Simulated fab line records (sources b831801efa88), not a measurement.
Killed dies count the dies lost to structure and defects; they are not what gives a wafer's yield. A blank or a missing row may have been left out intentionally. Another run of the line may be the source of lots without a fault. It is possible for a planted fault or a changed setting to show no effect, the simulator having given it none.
Which tool did it? | flow sky130 | Sampling: 9 lots, 27 wafers, 5 of 708 route steps

WHAT EACH GAUGE READ, for each wafer
SKY_CAP2M_RS_MEAS_03: measures by four-point-probe.
lot  | measured     | on            | CAP2M_TIN_RS (ohm/sq)
L501 | day 39 18:58 | film-metro-01 | 6.88 6.88 6.86
L508 | day 42 08:22 | film-metro-03 | 6.92 6.87 6.89
L509 | day 42 09:20 | film-metro-04 | 6.82 6.91 6.87
L510 | day 42 18:03 | film-metro-04 | 7.03 6.95 6.94
L514 | day 43 21:24 | film-metro-03 | 6.83 6.90 6.91
L515 | day 44 04:43 | film-metro-03 | 6.89 6.85 6.91
L517 | day 45 09:09 | film-metro-03 | 6.88 6.97 6.98
L520 | day 45 11:04 | film-metro-03 | 6.92 6.91 6.86
L521 | day 45 19:34 | film-metro-03 | 6.84 6.81 6.84

SKY_METAL5_RS_MEAS_05: measures by four-point-probe.
lot  | measured     | on            | METAL5_ALCU_RS (ohm/sq)
L501 | day 42 21:45 | film-metro-02 | 0.0272 0.0269 0.0274
L508 | day 45 07:24 | film-metro-04 | 0.0275 0.0275 0.0273 0.0275 0.0275 0.0273
L509 | day 45 07:44 | film-metro-03 | 0.0276 0.0280 0.0276 0.0275 0.0280 0.0276
L510 | day 45 14:40 | film-metro-04 | 0.0273 0.0277 0.0274 0.0274 0.0278 0.0274
L514 | day 46 16:32 | film-metro-03 | 0.0274 0.0272 0.0270
L515 | day 47 00:37 | film-metro-03 | 0.0268 0.0267 0.0267
L517 | day 48 02:33 | film-metro-03 | 0.0269 0.0272 0.0270
L520 | day 48 04:39 | film-metro-04 | 0.0272 0.0277 0.0279
L521 | day 48 10:16 | film-metro-02 | 0.0269 0.0267 0.0268

SKY_METAL5_THK_MEAS_06: measures by xrf.
lot  | measured     | on            | METAL5_ALCU_THK (nm)
L501 | day 42 21:52 | film-metro-02 | 1125 1140 1115
L508 | day 45 13:29 | film-metro-04 | 1306 1307 1326 1309 1307 1320
L509 | day 45 11:53 | film-metro-03 | 1313 1285 1313 1317 1294 1311
L510 | day 45 19:13 | film-metro-04 | 1311 1292 1314 1310 1292 1320
L514 | day 46 16:39 | film-metro-03 | 1121 1138 1147
L515 | day 47 00:43 | film-metro-03 | 1155 1161 1152
L517 | day 48 02:40 | film-metro-03 | 1140 1131 1135
L520 | day 48 04:46 | film-metro-04 | 1118 1096 1089
L521 | day 48 10:23 | film-metro-02 | 1149 1158 1152

WHICH TOOL RAN EACH LOT (tool, then ch and the chambers of the sampled wafers, then the start)
lot  | SKY_VIA4_SPUTTER_17          | SKY_METAL5_SPUTTER_04
L501 | pvd-sputter-04, day 42 20:53 | pvd-sputter-03, day 42 21:42
L508 | pvd-sputter-03, day 45 06:32 | pvd-sputter-02, day 45 07:21
L509 | pvd-sputter-01, day 45 06:53 | pvd-sputter-03, day 45 07:41
L510 | pvd-sputter-04, day 45 13:48 | pvd-sputter-03, day 45 14:37
L514 | pvd-sputter-01, day 46 15:40 | pvd-sputter-03, day 46 16:29
L515 | pvd-sputter-03, day 46 23:43 | pvd-sputter-02, day 47 00:31
L517 | pvd-sputter-04, day 48 00:21 | pvd-sputter-02, day 48 02:29
L520 | pvd-sputter-04, day 48 02:50 | pvd-sputter-03, day 48 04:35
L521 | pvd-sputter-01, day 48 09:24 | pvd-sputter-02, day 48 10:13
- SKY_VIA4_SPUTTER_17: material TiN, target thk 20 nm, time 80 s.
- SKY_METAL5_SPUTTER_04: material TiN, target thk 70 nm, time 58.3 s.

AS READ BY THE TOOLS THEMSELVES (means over the sampled wafers that have a number; for cases with no such wafer, the mark the record gives instead)
SKY_VIA4_SPUTTER_17.
lot  | tool           | cathode-dc-power-W (W) | chamber-pressure-pa (Pa) | throttle-valve-pct (%)
L501 | pvd-sputter-04 | 3999.7                 | 5.005                    | 30.7
L508 | pvd-sputter-03 | 3999.9                 | 5.005                    | 29.5
L509 | pvd-sputter-01 | 3998.9                 | 5.000                    | 30.2
L510 | pvd-sputter-04 | 4000.2                 | 5.006                    | 30.8
L514 | pvd-sputter-01 | 4000.2                 | 4.990                    | 30.4
L515 | pvd-sputter-03 | 4000.3                 | 5.005                    | 29.8
L517 | pvd-sputter-04 | 3999.8                 | 5.003                    | 31.0
L520 | pvd-sputter-04 | 3999.7                 | 5.003                    | 30.6
L521 | pvd-sputter-01 | 4000.0                 | 5.003                    | 30.5

SKY_METAL5_SPUTTER_04.
lot  | tool           | cathode-dc-power-W (W) | chamber-pressure-pa (Pa) | throttle-valve-pct (%)
L501 | pvd-sputter-03 | 6500.6                 | 0.3994                   | 30.0
L508 | pvd-sputter-02 | -                      | -                        | -
L509 | pvd-sputter-03 | -                      | -                        | -
L510 | pvd-sputter-03 | -                      | -                        | -
L514 | pvd-sputter-03 | 6501.1                 | 0.3996                   | 30.1
L515 | pvd-sputter-02 | 6499.0                 | 0.3993                   | 29.0
L517 | pvd-sputter-02 | 6499.4                 | 0.3995                   | 29.2
L520 | pvd-sputter-03 | 6500.4                 | 0.3993                   | 29.9
L521 | pvd-sputter-02 | 6499.0                 | 0.4001                   | 29.0

THE ANSWER, worked out from the rows above alone
Rule: the lots themselves supply what counts as usual. The widest of any qualifying gaps counts: lots, ordered by their means at a reading, are off when they make up no more than a third of the lots, leave a main group of 4 or more, and stand apart from it by 3 or more times the standard deviation of that group's means. A main group whose means are all the same, to the digits that the tables above print for the reading, isn't used. Also off: a lot with no number at a reading for which 4 or more lots have one. The other lots that the step has rows for count as sound. The gauges are gone through in route order, then the tools' own readings, and for those a lot's mean is taken as printed above. At the first step where some lot is off, the reading lying furthest off is the one used; lots without a number count as furthest.
Off: at SKY_METAL5_THK_MEAS_06 (METAL5_ALCU_THK), L508, L509, L510. The main group has a mean of 1135 nm with a standard deviation of 18.
A tool fits if, at a process step before that reading, it ran every lot that is off, and no sound lot after the first of them. Not tried: the gauges at SKY_METAL5_THK_MEAS_06; whatever is off there is also off at SKY_METAL5_SPUTTER_04, on other tools, and gauge error can't account for it. Not one of the candidates tried fits.

WHAT WAS PUT IN BY THE SIMULATOR
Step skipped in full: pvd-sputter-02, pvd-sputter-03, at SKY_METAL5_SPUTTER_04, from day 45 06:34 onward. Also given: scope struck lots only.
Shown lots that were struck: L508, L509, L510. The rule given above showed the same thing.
